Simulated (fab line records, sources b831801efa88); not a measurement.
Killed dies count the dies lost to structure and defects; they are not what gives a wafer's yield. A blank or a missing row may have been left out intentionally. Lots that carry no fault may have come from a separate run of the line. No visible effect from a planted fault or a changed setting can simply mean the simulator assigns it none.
Comparing a struck lot with a sound one ; flow gf180mcu ; 31 out of 602 route steps
Sound: wafers L106.2, L106.3, L106.5. Wafers L118.3, L118.4, L118.6 were the ones struck. Last of all comes the cause.
For every step that has rows: the tool of each side, followed by ch and its chambers, followed by its first start. Under that, the readings that differ: sound wafers ; struck wafers ; difference of the means ; sigmas: that difference in standard deviations of wafers without a fault.
alike: words and numbers the same on both sides, and readings whose means are apart by under 2 such deviations; not compared: readings that were withheld, readings missing a value for some wafer, numbers with overlapping values and no deviation given by the record, and bounds like >300 which may hide the same value.
Wherever a step has rows on one side only, a row that says differs or no value, or a row with sigmas, the two part there. Numbers that have no deviation but don't overlap get no sigmas and don't part them. Lack of a reading on every wafer of one side parts them only where that side has two or more wafers.

first, 1 step without rows for these wafers: GF_HV_LDD_CVD_56 (deposits Si3N4 from DCS/NH3, target thk 90 nm, time 1543 s).
GF_HV_LDD_THK_MEAS_57:
  sound on film_metro-01, day 13 23:47; struck on film_metro-04, day 17 11:17
  alike: HV_LDD_CVD_56_THK
GF_HV_LDD_ETCHBACK_58: etches Si3N4 in CH3F/O2, stops on SiO2, time 100 s, target depth 90 nm.
  sound on rie_diel-01 ch 1,2, day 13 23:50; struck on rie_diel-04 ch 1,3, day 17 11:20
reading;sound;struck;difference;sigmas
bias_w (W);80.30 80.12 80.34;79.57 79.97 79.59;-0.54;-2
  alike: drypump_motor_current_A, oes_product_au, throttle_valve_pct
  not compared: rf_hours_counter_h
then, 7 steps without rows for these wafers: GF_NSD_DEHYDRATE_00 (time 60 s); GF_NSD_HMDS_01 (prime time 60 s); GF_NSD_COAT_02 (resist thk 1000 nm); GF_NSD_SOFTBAKE_03 (time 60 s); GF_NSD_EXPOSE_04 (exposes mask Nplus, target cd 400 nm); GF_NSD_PEB_05; GF_NSD_DEVELOP_06 (develop time 60 s).
GF_NSD_CD_MEAS_07: the cd target is 400 nm.
  sound on cd_sem-01, day 14 19:34; struck on cd_sem-02, day 18 10:12
  alike: cd_nm
GF_NSD_OVL_MEAS_08:
  sound on overlay-01, day 14 19:41; struck on overlay-01, day 18 10:17
  alike: NSD_OVL
GF_NSD_IMPLANT_09:
  sound on implanter-03 ch 0, day 14 19:44; struck on implanter-02 ch 0, day 18 10:22
reading;sound;struck;difference;sigmas
implant_ion_amu;75 75 75;31 31 31;-44;
model.implant.rp_nm (nm);36.77 36.77 36.77;73.56 73.56 73.56;+36.79;
model.implant.drp_nm (nm);16.15 16.15 16.15;29.74 29.74 29.74;+13.59;
  alike: tilt_deg
then, 1 step without rows for these wafers: GF_NSD_IMPLANT_10.
GF_NSD_STRIP_11: strips in O2/N2.
  sound on plasma_asher-03 ch 0,1, day 14 20:01; struck on plasma_asher-04 ch 0,1, day 18 10:39
reading;sound;struck;difference;sigmas
oes_product_au (a.u.);0.487 0.484 0.488;0.454 0.462 0.458;-0.028;-7
strip_time_to_endpoint_s (s);22.95 22.90 22.92;26.34 26.30 26.27;+3.38;+87
  alike: drypump_motor_current_A, heater_power_w
  not compared: rf_hours_counter_h
GF_NSD_TW_MEAS_12:
  sound on film_metro-02, day 14 20:07; struck on film_metro-02, day 18 10:58
reading;sound;struck;difference;sigmas
NSD_TW;4194 4218 4222;4806 4768 4806;+582;+14
  not compared: hold
then, 6 steps without rows for these wafers: GF_PSD_HMDS_01 (prime time 60 s); GF_PSD_COAT_02 (resist thk 1000 nm); GF_PSD_SOFTBAKE_03 (time 60 s); GF_PSD_EXPOSE_04 (exposes mask Pplus, target cd 400 nm); GF_PSD_PEB_05; GF_PSD_DEVELOP_06 (develop time 60 s).
GF_PSD_CD_MEAS_07: the cd target is 400 nm.
  sound on cd_sem-02, day 15 16:40; struck on cd_sem-02, day 19 10:17
  alike: cd_nm
GF_PSD_OVL_MEAS_08:
  sound on overlay-02, day 15 16:47; struck on overlay-02, day 19 10:23
  alike: PSD_OVL
then, 1 step without rows for these wafers: GF_PSD_IMPLANT_09.
GF_PSD_STRIP_10: strips in O2/N2.
  sound on plasma_asher-03 ch 0,1, day 15 16:58; struck on plasma_asher-04 ch 0,1, day 19 10:35
  alike: drypump_motor_current_A, heater_power_w, oes_product_au, strip_time_to_endpoint_s
  not compared: rf_hours_counter_h
GF_PSD_TW_MEAS_11:
  sound on film_metro-02, day 15 17:04; struck on film_metro-02, day 19 10:40
  alike: PSD_TW
then, 1 step without rows for these wafers: GF_PSD_CLEAN_12 (cleans in SC1/SC2, time 150 s).
GF_PSD_RTA_13: time 20 s.
  sound on rtp_anneal-01 ch 0, day 15 17:11; struck on rtp_anneal-01 ch 0, day 19 10:48
  alike: lamp_power_pct, wafer_temp_C_max
GF_PSD_RS_MEAS_14: the measuring method here is four-point-probe.
  sound on film_metro-03, day 15 17:16; struck on film_metro-04, day 19 11:11
reading;sound;struck;difference;sigmas
NSD_RS (ohm/sq);46.13 46.26 46.27;25.55 25.53 25.55;-20.68;-99 or more
  not compared: hold
GF_PASSIVATION_PROBE_99:
  sound wafers here have rows in the record (prober-01, day 30 15:08); struck ones have none

== WHERE THEY PART ==
At GF_HV_LDD_ETCHBACK_58 first; at GF_PASSIVATION_PROBE_99 last (within this record only).

WHY: what the simulator had put in
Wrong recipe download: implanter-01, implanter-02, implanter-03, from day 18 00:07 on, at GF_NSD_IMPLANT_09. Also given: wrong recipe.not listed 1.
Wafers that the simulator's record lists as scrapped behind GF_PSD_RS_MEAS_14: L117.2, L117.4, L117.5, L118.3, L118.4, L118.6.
